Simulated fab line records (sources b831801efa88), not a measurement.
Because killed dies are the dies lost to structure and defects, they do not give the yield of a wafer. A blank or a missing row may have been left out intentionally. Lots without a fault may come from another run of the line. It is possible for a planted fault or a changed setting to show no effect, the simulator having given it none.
Problem report in the 8D (eight disciplines) form, filled by code ; flow sky130 ; the parts of the form that need people (team, actions taken, sign-off) are left out

1. THE ISSUE
Wafers free of any fault read 0.2846 ohm/sq (standard deviation 0.0029) for LI_CONTACT_W_RS at SKY_LI_CONTACT_RS_MEAS_22, against a mean of 0.2474 ohm/sq on 3 wafers of 2 lots. Measured from the usual mean, that is -13 standard deviations.
The step: measures by four-point-probe.
First observed at day 34 12:10: wafer L628.4, on film metro-04. The record holds 30 wafers of 10 lots with a number at this step. By rule, "out" or "out of limits" means more than 4 standard deviations away from the usual mean. Any other wafer with a number is counted as sound.

2. WHAT THIS IS AND IS NOT
question;is;is not
which readings at this step;LI_CONTACT_W_RS;-
which lots;L628, L629;L612, L614, L616, L619, L620, L624, L627, L630
which wafers of those lots;L628.4, L629.1, L629.4;L628.3, L628.6, L629.5
read on which gauges;film metro-04;film metro-01, film metro-03
when;from day 34 12:10;"up to then (23 sound wafers); but 4 sound wafers of L629, L630 came after"

3. THE SUSPECTS, EACH WITH WHAT RULES IT OUT
Counting: a tool at a process step up to the reading stays a suspect if it ran every lot that is out. Sound lots after the first of them don't rule it out here, since some wafers of a struck lot are sound.
- the gauge at SKY_LI_CONTACT_RS_MEAS_22: kept. All the wafers that are out were read on film metro-04, and no step on other tools shows them out.
- cvd w-02 at SKY_LI_CONTACT_CVD_21 (deposits W, target thk 400 nm, time 120.56 s): kept. Every lot that is out went through it, the first being L628 (day 34 12:03); the last sound lot it ran before that was L624 (day 33 00:26).
What counting leaves: cvd w-02 at SKY_LI_CONTACT_CVD_21 and film metro-04 at SKY_LI_CONTACT_RS_MEAS_22.

4. THE CAUSE (what the simulator had put in)
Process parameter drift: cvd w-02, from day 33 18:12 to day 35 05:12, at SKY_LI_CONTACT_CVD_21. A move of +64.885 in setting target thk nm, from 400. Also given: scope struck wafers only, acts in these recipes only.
After counting, 2 suspects remain, this tool included.

5. SEQUENCE OF EFFECTS, ordered by route
Each row: a reading whose mean over the struck wafers that have a number lies more than 3 standard deviations from the usual. Only readings for which the record gives a usual standard deviation are gone through. hours: the time from each lot's start at the first step in this table that gives one to its start at this step, as a median over the lots. sigmas: the change in usual standard deviations.
hours;step;reading;usual;on struck wafers;change;sigmas
0;SKY_LI_CONTACT_RS_MEAS_22;LI_CONTACT_W_RS;0.2846 ohm/sq;0.2474;-0.0372;-13
0;SKY_LI_CONTACT_THK_MEAS_23;LI_CONTACT_W_THK;422 nm;500;+78;+11
0;SKY_LI_CONTACT_CMP_24;time to endpoint s;95 s;110;+15;+4.4
Process steps it contains:
- SKY_LI_CONTACT_CMP_24: polishes, stops on PSG, t overpolish 20 s, target thk 0 nm.
Later steps that measure or inspect, where all struck wafers having a row at the step show a number for every such reading and not one has moved that far: SKY_LOCAL_INTERCONNECT_OVL_MEAS_12.

6. WHAT WOULD HAVE CAUGHT IT SOONER
In this record the first reading out of limits at a measuring or inspecting step was taken at day 34 12:10, 18 hours after the fault began at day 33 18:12.
An alarm limit of 4 standard deviations would not have fired on the tool readings at SKY_LI_CONTACT_CVD_21 for which the record gives a usual standard deviation, since none of them was out on any struck wafer.
Among the 2 lots that are out, L629 began SKY_LI_CONTACT_CVD_21 on cvd w-02 after day 34 12:10. A hold on the tool at that time would have spared it.
